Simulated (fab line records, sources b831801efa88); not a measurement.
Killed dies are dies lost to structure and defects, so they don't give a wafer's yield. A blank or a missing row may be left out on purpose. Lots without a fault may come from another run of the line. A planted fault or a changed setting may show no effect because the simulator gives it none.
Which tool did it? | flow sky130 | 24 lots, 72 wafers sampled, at 4 steps of a route of 708

WHAT THE GAUGES READ, wafer by wafer
SKY_METAL3_OVL_MEAS_14. Usual: METAL3_OVL 1 nm, standard deviation 5.6.
lot  | measured     | on         | METAL3_OVL (nm) | flag
L074 | day 39 07:20 | overlay-01 | 1 -9 -10        |
L075 | day 39 16:23 | overlay-02 | -1 1 0          |
L077 | day 40 03:16 | overlay-01 | 5 10 3          |
L076 | day 40 05:05 | overlay-01 | -4 -16 -4       |
L078 | day 40 06:55 | overlay-01 | 8 9 10          |
L079 | day 40 09:47 | overlay-01 | 10 10 0         |
L080 | day 40 19:29 | overlay-02 | 4 7 2           |
L081 | day 40 22:49 | overlay-01 | -5 3 2          |
L082 | day 41 10:50 | overlay-02 | 0 1 6           |
L083 | day 41 14:52 | overlay-02 | 8 2 6           |
L084 | day 41 20:54 | overlay-01 | 2 -2 3          |
L085 | day 42 00:16 | overlay-02 | 4 -2 -2         |
L086 | day 42 03:34 | overlay-01 | 2 6 -1          |
L088 | day 42 19:43 | overlay-02 | 1 -2 -2         |
L087 | day 42 20:26 | overlay-02 | 2 -11 -1        |
L089 | day 43 03:32 | overlay-01 | -4 -4 2         |
L091 | day 43 12:41 | overlay-01 | 1 -1 7          |
L092 | day 43 19:08 | overlay-02 | -4 -7 -1        |
L090 | day 43 20:04 | overlay-01 | 1 -4 1          |
L093 | day 44 04:32 | overlay-01 | 4 8 4           |
L094 | day 44 06:40 | overlay-01 | 6 9 14          |
L095 | day 44 21:50 | overlay-02 | 10 -4 6         |
L096 | day 44 23:47 | overlay-02 | -3 -1 -8        |
L097 | day 45 03:07 | overlay-02 | -6 1 -3         |

SKY_VIA3_THK_MEAS_23: measures by xrf. Usual: VIA3_W_THK 373 nm, standard deviation 7.1.
lot  | measured     | on            | VIA3_W_THK (nm) | flag
L074 | day 40 11:04 | film_metro-02 | 371 370 371     |
L075 | day 40 19:18 | film_metro-02 | 375 373 375     |
L077 | day 41 05:26 | film_metro-01 | 381 375 375     |
L076 | day 41 08:13 | film_metro-02 | 381 378 370     |
L078 | day 41 09:57 | film_metro-01 | 377 377 375     |
L079 | day 41 12:50 | film_metro-01 | 376 377 379     |
L080 | day 41 22:03 | film_metro-03 | 363 368 361     |
L081 | day 42 01:38 | film_metro-03 | 356 361 364     |
L082 | day 42 13:59 | film_metro-01 | 372 372 369     |
L083 | day 42 17:34 | film_metro-03 | 368 370 367     |
L084 | day 42 22:34 | film_metro-02 | 388 379 376     |
L085 | day 43 02:37 | film_metro-03 | 363 372 375     |
L086 | day 43 05:16 | film_metro-03 | 366 361 362     |
L088 | day 43 22:02 | film_metro-02 | 382 382 381     |
L087 | day 43 22:33 | film_metro-03 | 364 372 364     |
L089 | day 44 04:54 | film_metro-03 | 370 365 372     |
L091 | day 44 14:16 | film_metro-02 | 375 374 375     |
L092 | day 44 21:00 | film_metro-03 | 365 366 366     |
L090 | day 44 21:34 | film_metro-02 | 379 384 372     |
L093 | day 45 04:57 | film_metro-02 | 380 380 377     |
L094 | day 45 07:12 | film_metro-02 | 381 380 382     |
L095 | day 45 22:05 | film_metro-02 | 392 383 385     |
L096 | day 45 23:54 | film_metro-02 | 381 382 383     |
L097 | day 46 03:35 | film_metro-01 | 376 375 375     |

WHICH TOOL RAN EACH LOT (tool, then ch and the chambers of the sampled wafers, then the start)
lot  | SKY_CAPM_METAL_ETCH_13            | SKY_VIA3_CVD_21
L074 | rie_metal-03 ch 1, day 38 05:53   | cvd_w-02 ch 0,1, day 40 10:50
L075 | rie_metal-02 ch 0,1, day 38 14:51 | cvd_w-02 ch 1, day 40 19:03
L077 | rie_metal-04 ch 0,1, day 39 01:48 | cvd_w-02 ch 0,1, day 41 05:11
L076 | rie_metal-03 ch 0,1, day 39 03:47 | cvd_w-01 ch 0,1, day 41 07:59
L078 | rie_metal-04 ch 0,1, day 39 05:52 | cvd_w-01 ch 0,1, day 41 09:42
L079 | rie_metal-03 ch 0,1, day 39 08:16 | cvd_w-01 ch 0,1, day 41 12:35
L080 | rie_metal-04 ch 0,1, day 39 18:24 | cvd_w-02 ch 0,1, day 41 21:47
L081 | rie_metal-02 ch 0,1, day 39 22:10 | cvd_w-02 ch 0,1, day 42 01:23
L082 | rie_metal-03 ch 0,1, day 40 10:18 | cvd_w-01 ch 0,1, day 42 13:45
L083 | rie_metal-04 ch 0, day 40 14:14   | cvd_w-02 ch 0,1, day 42 17:19
L084 | rie_metal-03 ch 0,1, day 40 20:19 | cvd_w-01 ch 0,1, day 42 22:20
L085 | rie_metal-03 ch 0,1, day 40 23:56 | cvd_w-01 ch 0,1, day 43 02:22
L086 | rie_metal-04 ch 0, day 41 03:01   | cvd_w-01 ch 0,1, day 43 05:01
L088 | rie_metal-04 ch 1, day 41 19:08   | cvd_w-01 ch 0,1, day 43 21:47
L087 | rie_metal-02 ch 0,1, day 41 20:32 | cvd_w-02 ch 0,1, day 43 22:18
L089 | rie_metal-04 ch 1, day 42 03:23   | cvd_w-01 ch 0,1, day 44 04:41
L091 | rie_metal-03 ch 0,1, day 42 12:30 | cvd_w-02 ch 0,1, day 44 14:01
L092 | rie_metal-04 ch 0,1, day 42 19:17 | cvd_w-01 ch 0, day 44 20:38
L090 | rie_metal-04 ch 0,1, day 42 20:15 | cvd_w-01 ch 0, day 44 21:13
L093 | rie_metal-03 ch 0,1, day 43 05:27 | cvd_w-01 ch 0, day 45 04:37
L094 | rie_metal-04 ch 0,1, day 43 07:41 | cvd_w-01 ch 0, day 45 06:52
L095 | rie_metal-04 ch 0, day 43 22:42   | cvd_w-01 ch 0,1, day 45 21:50
L096 | rie_metal-03 ch 0,1, day 44 00:29 | cvd_w-02 ch 0,1, day 45 23:41
L097 | rie_metal-03 ch 0,1, day 44 04:44 | cvd_w-01 ch 0,1, day 46 03:20
- SKY_CAPM_METAL_ETCH_13: etches TiN in Cl2/BCl3, stops on SiO2, target depth 220 nm, time 62.9 s.
- SKY_VIA3_CVD_21: deposits W, target thk 390 nm, time 117.31 s.

WHAT THE TOOLS THEMSELVES READ (means of the sampled wafers that have a number; where no wafer has one, the mark that the record gives instead)
SKY_CAPM_METAL_ETCH_13. Usual: bcl3_flow_sccm 30.01 sccm, standard deviation 0.085; drypump_motor_current_A 5.6 A, standard deviation 0.48; mfc_cl2_sccm 60.03 sccm, standard deviation 0.17; oes_product_au 0.942 a.u., standard deviation 0.0082; throttle_valve_pct 21.902 %, standard deviation 0.0095.
lot  | tool         | bcl3_flow_sccm (sccm) | drypump_motor_current_A (A) | mfc_cl2_sccm (sccm) | oes_product_au (a.u.) | throttle_valve_pct (%) | flag
L074 | rie_metal-03 | 29.97                 | 6.0                         | 60.08               | 0.924                 | 21.912                 |
L075 | rie_metal-02 | 30.00                 | 5.9                         | 60.13               | 0.949                 | 21.895                 |
L077 | rie_metal-04 | 30.01                 | 5.5                         | 59.83               | 0.940                 | 21.904                 |
L076 | rie_metal-03 | 29.98                 | 5.8                         | 60.04               | 0.936                 | 21.913                 |
L078 | rie_metal-04 | 30.11                 | 5.5                         | 59.85               | 0.937                 | 21.900                 |
L079 | rie_metal-03 | 29.95                 | 5.5                         | 60.27               | 0.943                 | 21.910                 |
L080 | rie_metal-04 | 30.00                 | 5.1                         | 60.03               | 0.938                 | 21.903                 |
L081 | rie_metal-02 | 30.02                 | 6.1                         | 60.04               | 0.932                 | 21.909                 |
L082 | rie_metal-03 | 29.97                 | 5.5                         | 59.75               | 0.934                 | 21.900                 |
L083 | rie_metal-04 | 29.99                 | 4.8                         | 60.03               | 0.947                 | 21.901                 |
L084 | rie_metal-03 | 29.95                 | 5.5                         | 60.21               | 0.950                 | 21.894                 |
L085 | rie_metal-03 | 29.99                 | 5.7                         | 60.06               | 0.949                 | 21.892                 |
L086 | rie_metal-04 | 30.10                 | 4.8                         | 60.11               | 0.937                 | 21.908                 |
L088 | rie_metal-04 | 30.04                 | 5.8                         | 59.99               | 0.943                 | 21.907                 |
L087 | rie_metal-02 | 30.01                 | 5.9                         | 60.16               | 0.940                 | 21.898                 |
L089 | rie_metal-04 | 30.02                 | 5.8                         | 60.07               | 0.955                 | 21.886                 |
L091 | rie_metal-03 | 30.07                 | 5.5                         | 60.05               | 0.939                 | 21.901                 |
L092 | rie_metal-04 | 30.03                 | 5.1                         | 60.11               | 0.942                 | 21.906                 |
L090 | rie_metal-04 | 29.96                 | 5.2                         | 60.13               | 0.945                 | 21.909                 |
L093 | rie_metal-03 | 29.92                 | 5.5                         | 59.86               | 0.940                 | 21.904                 |
L094 | rie_metal-04 | 29.99                 | 5.5                         | 60.05               | 0.942                 | 21.901                 |
L095 | rie_metal-04 | 29.99                 | 4.8                         | 59.90               | 0.938                 | 21.899                 |
L096 | rie_metal-03 | 30.01                 | 5.8                         | 59.96               | 0.945                 | 21.900                 |
L097 | rie_metal-03 | 30.17                 | 5.7                         | 60.00               | 0.953                 | 21.886                 |

SKY_VIA3_CVD_21. Usual: heater_power_w 876 W, standard deviation 98.
lot  | tool     | heater_power_w (W) | flag
L074 | cvd_w-02 | 808                |
L075 | cvd_w-02 | 775                |
L077 | cvd_w-02 | 846                |
L076 | cvd_w-01 | 915                |
L078 | cvd_w-01 | 841                |
L079 | cvd_w-01 | 830                |
L080 | cvd_w-02 | 802                |
L081 | cvd_w-02 | 840                |
L082 | cvd_w-01 | 902                |
L083 | cvd_w-02 | 848                |
L084 | cvd_w-01 | 826                |
L085 | cvd_w-01 | 910                |
L086 | cvd_w-01 | 832                |
L088 | cvd_w-01 | 916                |
L087 | cvd_w-02 | 809                |
L089 | cvd_w-01 | 906                |
L091 | cvd_w-02 | 815                |
L092 | cvd_w-01 | 986                |
L090 | cvd_w-01 | 977                |
L093 | cvd_w-01 | 995                |
L094 | cvd_w-01 | 983                |
L095 | cvd_w-01 | 923                |
L096 | cvd_w-02 | 811                |
L097 | cvd_w-01 | 851                |

THE ANSWER, worked out from the rows above alone
Rule: a lot is off if the mean of its wafers that have a number lies more than 3 standard deviations from the usual mean. A lot without any number at a reading at which 4 lots or more have one is off too. The other lots that the step has rows for count as sound. The gauges are gone through in route order, then the tools' own readings, and for those a lot's mean is taken as printed above. The first step at which some lot is off is used, and at that step the reading that is off furthest; a lot without a number counts as furthest.
No lot is off at any reading shown: from this, nothing can be told.

WHAT THE SIMULATOR HAD PUT IN
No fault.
